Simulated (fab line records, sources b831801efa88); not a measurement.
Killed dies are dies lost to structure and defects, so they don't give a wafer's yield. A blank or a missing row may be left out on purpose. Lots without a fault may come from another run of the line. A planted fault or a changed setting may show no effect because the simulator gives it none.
Chamber matching | flow gf180mcu | GF_V5_CMP_26 on cmp-01: 4 sister chambers
The step polishes, stops on SiO2, t overpolish 15 s, target thk 0 nm. 4 wafers are shown with their chamber, then 7 later ones without.

WAFERS WITH THEIR CHAMBER
wafer  | chamber | motor_current_A (A)
L479.6 | 0       | 12.1
L483.6 | 2       | 11.4
L487.1 | 3       | 12.5
L487.2 | 1       | 11.8

WAFERS WITHOUT THEIR CHAMBER
wafer  | motor_current_A (A)
L487.3 | 11.8
L489.2 | 12.1
L489.5 | 11.7
L489.6 | 12.5
L493.2 | 11.8
L493.3 | 11.9
L493.4 | 11.2

WHICH CHAMBER EACH WENT THROUGH
wafer  | from the rows above     | in truth
L487.3 | 1                       | 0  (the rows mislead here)
L489.2 | 0                       | 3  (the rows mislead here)
L489.5 | 1                       | 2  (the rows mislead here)
L489.6 | 3                       | 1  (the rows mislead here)
L493.2 | 1                       | 1
L493.3 | can't be placed: 1 or 0 | 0
L493.4 | 2                       | 2
Placed correctly: 2 of 7. Can't be placed from these rows: 1 (the true chamber is among the candidates in 1). Placed wrongly: 4.
How it was worked out, from the rows above alone: a wafer's distance from a chamber is the root of the sum, over the readings, of the square of ((its reading less the chamber's mean) divided by the reading's scatter). The wafer belongs to the nearest chamber; if the next one is less than 2 further off, it can't be placed. A chamber's mean is the mean of its shown wafers. The scatter: with one shown wafer a chamber, the root of the mean of the squares of how far each hidden wafer lies from its nearest shown one.
